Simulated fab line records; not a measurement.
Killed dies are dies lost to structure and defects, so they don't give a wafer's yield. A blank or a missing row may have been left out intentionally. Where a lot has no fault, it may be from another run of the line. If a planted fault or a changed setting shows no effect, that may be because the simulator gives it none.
Which of the tools did it?	flow sky130	11 lots with 33 wafers sampled at 4 steps, on a route of 708 steps

## WHAT THE GAUGES SHOWED, per wafer
SKY_SD_N_RS_MEAS_16: uses a four-point probe to measure.
lot	measured	on	SD_N_RS (ohm/sq)
L543	day 28 04:33	film-metro-01	68.56 68.42 68.38
L544	day 28 14:25	film-metro-03	68.64 68.74 68.63
L546	day 29 05:08	film-metro-02	68.43 68.58 68.54
L554	day 32 00:14	film-metro-03	68.48 68.51 68.50
L555	day 32 18:50	film-metro-02	68.80 68.63 68.60
L558	day 33 03:50	film-metro-01	68.65 68.57 68.62
L559	day 33 08:06	film-metro-03	68.62 68.67 68.60
L560	day 33 19:05	film-metro-01	68.41 68.38 68.61
L562	day 34 13:13	film-metro-03	68.62 68.59 68.52
L563	day 34 15:50	film-metro-03	68.69 68.53 68.46
L564	day 34 23:49	film-metro-02	68.56 68.57 68.82

SKY_LI_CONTACT_THK_MEAS_01.
lot	measured	on	LI_CONTACT_HDPCVD_THK (nm)
L543	day 28 05:01	film-metro-03	938 942 938
L544	day 28 14:53	film-metro-01	1004 992 1000
L546	day 29 05:37	film-metro-02	1008 1003 1001
L554	day 32 00:43	film-metro-01	942 942 941
L555	day 32 19:19	film-metro-02	948 941 951
L558	day 33 04:19	film-metro-02	943 951 956
L559	day 33 08:33	film-metro-03	951 938 946
L560	day 33 19:34	film-metro-03	935 944 934
L562	day 34 13:41	film-metro-03	946 952 947
L563	day 34 16:19	film-metro-01	942 948 947
L564	day 35 00:17	film-metro-03	934 935 943

## WHICH TOOL RAN EACH LOT (tool, then ch and the chambers of the sampled wafers, then the start)
lot	SKY_LDD_LDN_STRIP_12	SKY_LI_CONTACT_HDPCVD_00
L543	plasma-asher-01 ch 0,1, day 23 04:02	hdpcvd-01 ch 0,1,2, day 28 04:55
L544	plasma-asher-04 ch 0,1, day 23 16:29	hdpcvd-01 ch 0,1, day 28 14:46
L546	plasma-asher-01 ch 0,1, day 24 08:11	hdpcvd-01 ch 1,2, day 29 05:31
L554	plasma-asher-02 ch 0, day 27 08:35	hdpcvd-01 ch 0,1, day 32 00:37
L555	plasma-asher-02 ch 0,1, day 27 22:23	hdpcvd-02 ch 1,2, day 32 19:13
L558	plasma-asher-04 ch 0,1, day 28 10:56	hdpcvd-02 ch 1,2, day 33 04:13
L559	plasma-asher-02 ch 0,1, day 28 14:31	hdpcvd-01 ch 0,1,2, day 33 08:28
L560	plasma-asher-02 ch 0,1, day 29 02:23	hdpcvd-01 ch 0,2, day 33 19:28
L562	plasma-asher-01 ch 0,1, day 29 22:32	hdpcvd-01 ch 0,1,2, day 34 13:34
L563	plasma-asher-02 ch 0,1, day 30 02:17	hdpcvd-02 ch 0,2, day 34 16:13
L564	plasma-asher-02 ch 0,1, day 30 08:23	hdpcvd-01 ch 0,2, day 35 00:10
- SKY_LDD_LDN_STRIP_12: strips in O2/N2.
- SKY_LI_CONTACT_HDPCVD_00: deposits PSG, target thk 930 nm, time 155 s.

## WHAT THE TOOLS THEMSELVES READ (means of the sampled wafers that have a number; where no wafer has one, the mark that the record gives instead)
SKY_LDD_LDN_STRIP_12.
lot	tool	drypump-motor-current-A (A)	oes-product-au (a.u.)	strip-time-to-endpoint-s (s)
L543	plasma-asher-01	5.5	0.718	14.16
L544	plasma-asher-04	5.5	0.716	14.18
L546	plasma-asher-01	5.5	0.715	14.14
L554	plasma-asher-02	5.9	0.715	14.20
L555	plasma-asher-02	5.4	0.716	14.13
L558	plasma-asher-04	5.2	0.719	14.19
L559	plasma-asher-02	5.5	0.717	14.19
L560	plasma-asher-02	5.1	0.711	14.19
L562	plasma-asher-01	5.5	0.717	14.12
L563	plasma-asher-02	5.4	0.718	14.16
L564	plasma-asher-02	5.4	0.717	14.17

SKY_LI_CONTACT_HDPCVD_00.
lot	tool	run-length-s (s)
L543	hdpcvd-01	182.7
L544	hdpcvd-01	194.2
L546	hdpcvd-01	194.3
L554	hdpcvd-01	182.4
L555	hdpcvd-02	183.6
L558	hdpcvd-02	183.2
L559	hdpcvd-01	182.6
L560	hdpcvd-01	183.0
L562	hdpcvd-01	182.9
L563	hdpcvd-02	182.7
L564	hdpcvd-01	182.7

## THE ANSWER, worked out from the rows above alone
Rule: usual is defined by the lots themselves. Put in order of their means at a reading, lots are off if they are a third of the lots or fewer, leave a main group of 4 or more, and stand apart from it by a gap of 3 or more times the standard deviation of the main group's means; of several such gaps the widest counts. If all means in a main group match to the digits the tables above print for the reading, that group is not used. A lot without any number at a reading at which 4 lots or more have one is off too. All remaining lots with rows at the step are treated as sound. The gauges are gone through in route order, then the tools' own readings, and for those a lot's mean is taken as printed above. The first step at which some lot is off is used, and at that step the reading that is off furthest; a lot without a number counts as furthest.
Off: at SKY_LI_CONTACT_THK_MEAS_01 (LI_CONTACT_HDPCVD_THK), L544, L546. Mean 944 nm and standard deviation 4.4 in the main group.
If a tool, at a process step before that reading, ran all the lots that are off and no sound lot after the first of them, it fits. The gauges at SKY_LI_CONTACT_THK_MEAS_01 aren't tried: what is off there is off at SKY_LI_CONTACT_HDPCVD_00 too, on other tools, and a gauge's error can't cause that. None of those tried fits.

## WHAT THE SIMULATOR PUT IN
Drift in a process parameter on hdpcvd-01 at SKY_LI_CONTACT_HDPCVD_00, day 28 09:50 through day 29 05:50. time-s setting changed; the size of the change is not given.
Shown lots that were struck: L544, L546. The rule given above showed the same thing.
